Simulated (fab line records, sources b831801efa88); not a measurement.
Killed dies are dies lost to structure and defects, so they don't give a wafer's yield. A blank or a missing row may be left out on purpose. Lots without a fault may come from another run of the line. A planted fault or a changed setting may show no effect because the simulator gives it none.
Chamber matching | flow gf180mcu | GF_STI_CMP_25 on cmp-02: 4 sister chambers
The step polishes, stops on Si3N4, t overpolish 33 s, target thk 524.6 nm. 4 wafers are shown with their chamber, then 7 later ones without.

WAFERS WITH THEIR CHAMBER
wafer  | chamber | motor_current_A (A)
L986.3 | 3       | 14.8
L987.3 | 1       | 11.2
L988.1 | 2       | 13.6
L988.4 | 0       | 10.2

WAFERS WITHOUT THEIR CHAMBER
wafer  | motor_current_A (A)
L988.5 | 10.5
L989.1 | 13.1
L989.2 | 14.8
L989.6 | 14.8
L991.1 | 12.8
L991.2 | 10.0
L991.6 | 11.8

WHICH CHAMBER EACH WENT THROUGH
wafer  | from the rows above     | in truth
L988.5 | can't be placed: 0 or 1 | 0
L989.1 | 2                       | 2
L989.2 | 3                       | 3
L989.6 | 3                       | 3
L991.1 | can't be placed: 2 or 1 | 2
L991.2 | 0                       | 0
L991.6 | 1                       | 1
Placed correctly: 5 of 7. Can't be placed from these rows: 2 (the true chamber is among the candidates in 2). Placed wrongly: 0.
How it was worked out, from the rows above alone: a wafer's distance from a chamber is the root of the sum, over the readings, of the square of ((its reading less the chamber's mean) divided by the reading's scatter). The wafer belongs to the nearest chamber; if the next one is less than 2 further off, it can't be placed. A chamber's mean is the mean of its shown wafers. The scatter: with one shown wafer a chamber, the root of the mean of the squares of how far each hidden wafer lies from its nearest shown one.
